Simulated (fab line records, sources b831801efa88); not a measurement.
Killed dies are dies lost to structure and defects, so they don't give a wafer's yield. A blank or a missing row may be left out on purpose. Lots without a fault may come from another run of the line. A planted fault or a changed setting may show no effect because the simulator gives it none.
Which tool did it? | flow sky130 | 12 lots, 36 wafers sampled, at 5 steps of a route of 708

WHAT THE GAUGES READ, wafer by wafer
SKY_NWELL_THK_MEAS_02. Usual: NWELL_OXIDATION_THK 9.88 nm, standard deviation 0.2.
lot  | measured    | on            | NWELL_OXIDATION_THK (nm) | flag
L956 | day 3 03:10 | film_metro-01 | 9.82 9.85 9.83           |
L957 | day 3 07:44 | film_metro-04 | 9.94 10.05 9.94          |
L958 | day 3 10:17 | film_metro-04 | 9.83 9.89 9.95           |
L959 | day 3 13:01 | film_metro-01 | 9.74 9.78 9.81           |
L966 | day 5 04:50 | film_metro-02 | 9.84 9.85 9.62           |
L967 | day 5 09:13 | film_metro-02 | 9.74 9.74 9.59           |
L969 | day 5 19:25 | film_metro-01 | 9.81 9.77 9.72           |
L970 | day 6 02:16 | film_metro-01 | 9.53 9.76 9.70           |
L971 | day 6 06:44 | film_metro-02 | 9.72 9.74 9.74           |
L973 | day 6 15:30 | film_metro-02 | 10.23 10.11 9.95         |
L974 | day 6 20:31 | film_metro-02 | 9.73 9.74 9.58           |
L976 | day 7 09:49 | film_metro-04 | 9.80 9.82 9.86           |

SKY_SONOS_ONO_THK_MEAS_05. Usual: SONOS_ONO_CVD_04_THK 5.75 nm, standard deviation 0.11.
lot  | measured     | on            | SONOS_ONO_CVD_04_THK (nm) | flag
L956 | day 12 04:11 | film_metro-04 | 6.63 6.66 6.64            | OFF
L957 | day 12 11:50 | film_metro-03 | 6.47 6.62 6.58            | OFF
L958 | day 12 19:59 | film_metro-04 | 6.63 6.84 6.78            | OFF
L959 | day 12 19:59 | film_metro-03 | 6.69 6.85 6.79            | OFF
L966 | day 15 12:02 | film_metro-02 | 5.71 5.70 5.68            |
L967 | day 15 16:03 | film_metro-03 | 5.64 5.60 5.66            |
L969 | day 16 08:35 | film_metro-02 | 5.77 5.73 5.72            |
L970 | day 16 23:55 | film_metro-04 | 5.78 5.89 5.82            |
L971 | day 17 03:50 | film_metro-04 | 5.68 5.76 5.70            |
L973 | day 17 14:58 | film_metro-02 | 5.72 5.73 5.72            |
L974 | day 18 01:14 | film_metro-03 | 5.76 5.91 5.69            |
L976 | day 18 18:55 | film_metro-04 | 5.86 5.87 5.85            |

SKY_SPACER_THK_MEAS_01. Usual: SPACER_CVD_00_THK 43.2 nm, standard deviation 0.36.
lot  | measured     | on            | SPACER_CVD_00_THK (nm) | flag
L956 | day 23 14:22 | film_metro-04 | 43.1 42.7 43.1         |
L957 | day 23 22:41 | film_metro-02 | 43.8 44.1 43.6         |
L958 | day 24 09:56 | film_metro-01 | 43.5 43.3 43.3         |
L959 | day 24 04:18 | film_metro-01 | 43.2 43.2 43.3         |
L966 | day 27 04:16 | film_metro-04 | 43.7 44.0 43.9         |
L967 | day 27 07:56 | film_metro-04 | 43.2 43.1 42.8         |
L969 | day 27 23:01 | film_metro-02 | 43.3 43.2 43.3         |
L970 | day 28 19:56 | film_metro-01 | 43.1 42.8 43.0         |
L971 | day 28 23:44 | film_metro-02 | 43.4 43.3 43.3         |
L973 | day 29 07:37 | film_metro-02 | 43.2 43.3 43.1         |
L974 | day 29 20:29 | film_metro-02 | 43.1 43.2 42.9         |
L976 | day 30 06:43 | film_metro-02 | 43.0 43.0 42.8         |

WHICH TOOL RAN EACH LOT (tool, then ch and the chambers of the sampled wafers, then the start)
lot  | SKY_FIELD_ISO_STRIP_16              | SKY_SONOS_ONO_CVD_04
L956 | plasma_asher-03 ch 0,1, day 2 18:02 | lpcvd-03 ch 1, day 12 02:56
L957 | plasma_asher-02 ch 0,1, day 3 00:31 | lpcvd-03 ch 1, day 12 10:35
L958 | plasma_asher-03 ch 0,1, day 3 02:23 | lpcvd-03 ch 1, day 12 18:43
L959 | plasma_asher-03 ch 0,1, day 3 06:58 | lpcvd-03 ch 0, day 12 18:43
L966 | plasma_asher-04 ch 0,1, day 4 18:28 | lpcvd-03 ch 1, day 15 10:09
L967 | plasma_asher-02 ch 0,1, day 5 00:44 | lpcvd-03 ch 1, day 15 14:47
L969 | plasma_asher-04 ch 0,1, day 5 10:19 | lpcvd-03 ch 0, day 16 07:20
L970 | plasma_asher-03 ch 0,1, day 5 15:38 | lpcvd-03 ch 0, day 16 22:40
L971 | plasma_asher-04 ch 0,1, day 5 22:13 | lpcvd-03 ch 0, day 17 02:35
L973 | plasma_asher-03 ch 0,1, day 6 09:07 | lpcvd-03 ch 0, day 17 13:05
L974 | plasma_asher-02 ch 0,1, day 6 13:44 | lpcvd-03 ch 0, day 17 23:59
L976 | plasma_asher-02 ch 0,1, day 7 03:25 | lpcvd-03 ch 1, day 18 17:40
- SKY_FIELD_ISO_STRIP_16: strips in O2/N2.
- SKY_SONOS_ONO_CVD_04: deposits SiO2 from SiH4/N2O, target thk 5.7199 nm.

WHAT THE TOOLS THEMSELVES READ (means of the sampled wafers that have a number; where no wafer has one, the mark that the record gives instead)
SKY_FIELD_ISO_STRIP_16. Usual: drypump_motor_current_A 5.52 A, standard deviation 0.3; o2_flow_sccm 3000 sccm, standard deviation 9.2; oes_product_au 0.377 a.u., standard deviation 0.0049; strip_time_to_endpoint_s 3.54 s, standard deviation 0.039.
lot  | tool            | drypump_motor_current_A (A) | o2_flow_sccm (sccm) | oes_product_au (a.u.) | strip_time_to_endpoint_s (s) | flag
L956 | plasma_asher-03 | 5.66                        | 2999                | 0.376                 | 3.47                         |
L957 | plasma_asher-02 | 5.65                        | 2995                | 0.376                 | 3.49                         |
L958 | plasma_asher-03 | 5.75                        | 3002                | 0.375                 | 3.51                         |
L959 | plasma_asher-03 | 5.77                        | 3006                | 0.373                 | 3.55                         |
L966 | plasma_asher-04 | 5.08                        | 3004                | 0.377                 | 3.54                         |
L967 | plasma_asher-02 | 5.65                        | 2999                | 0.373                 | 3.53                         |
L969 | plasma_asher-04 | 5.26                        | 2991                | 0.380                 | 3.57                         |
L970 | plasma_asher-03 | 5.66                        | 2996                | 0.374                 | 3.54                         |
L971 | plasma_asher-04 | 5.26                        | 2994                | 0.381                 | 3.55                         |
L973 | plasma_asher-03 | 5.77                        | 3003                | 0.376                 | 3.57                         |
L974 | plasma_asher-02 | 5.64                        | 2987                | 0.378                 | 3.54                         |
L976 | plasma_asher-02 | 5.64                        | 3001                | 0.379                 | 3.54                         |

SKY_SONOS_ONO_CVD_04. Usual: spike_tc_lower_C 900.9 C, standard deviation 1; spike_tc_top_C 911.9 C, standard deviation 1.3; zone_power_centre_pct 18.6 %, standard deviation 0.95.
lot  | tool     | spike_tc_lower_C (C) | spike_tc_top_C (C) | zone_power_centre_pct (%) | flag
L956 | lpcvd-03 | 900.3                | 911.1              | 17.8                      |
L957 | lpcvd-03 | 901.0                | 911.2              | 17.8                      |
L958 | lpcvd-03 | 901.7                | 910.2              | 17.8                      |
L959 | lpcvd-03 | 900.4                | 912.7              | 19.8                      |
L966 | lpcvd-03 | 899.9                | 911.3              | 17.9                      |
L967 | lpcvd-03 | 900.8                | 911.8              | 17.8                      |
L969 | lpcvd-03 | 900.9                | 913.1              | 19.7                      |
L970 | lpcvd-03 | 900.6                | 912.7              | 19.7                      |
L971 | lpcvd-03 | 901.1                | 913.8              | 19.5                      |
L973 | lpcvd-03 | 901.0                | 913.1              | 19.9                      |
L974 | lpcvd-03 | 901.3                | 913.3              | 19.8                      |
L976 | lpcvd-03 | 901.1                | 910.7              | 17.8                      |

THE ANSWER, worked out from the rows above alone
Rule: a lot is off if the mean of its wafers that have a number lies more than 3 standard deviations from the usual mean. A lot without any number at a reading at which 4 lots or more have one is off too. The other lots that the step has rows for count as sound. The gauges are gone through in route order, then the tools' own readings, and for those a lot's mean is taken as printed above. The first step at which some lot is off is used, and at that step the reading that is off furthest; a lot without a number counts as furthest.
Off: L956, L957, L958, L959, at SKY_SONOS_ONO_THK_MEAS_05 (SONOS_ONO_CVD_04_THK).
A tool fits if, at a process step before that reading, it ran every lot that is off, and no sound lot after the first of them. The gauges at SKY_SONOS_ONO_THK_MEAS_05 are tried like those tools. None of those tried fits.

WHAT THE SIMULATOR HAD PUT IN
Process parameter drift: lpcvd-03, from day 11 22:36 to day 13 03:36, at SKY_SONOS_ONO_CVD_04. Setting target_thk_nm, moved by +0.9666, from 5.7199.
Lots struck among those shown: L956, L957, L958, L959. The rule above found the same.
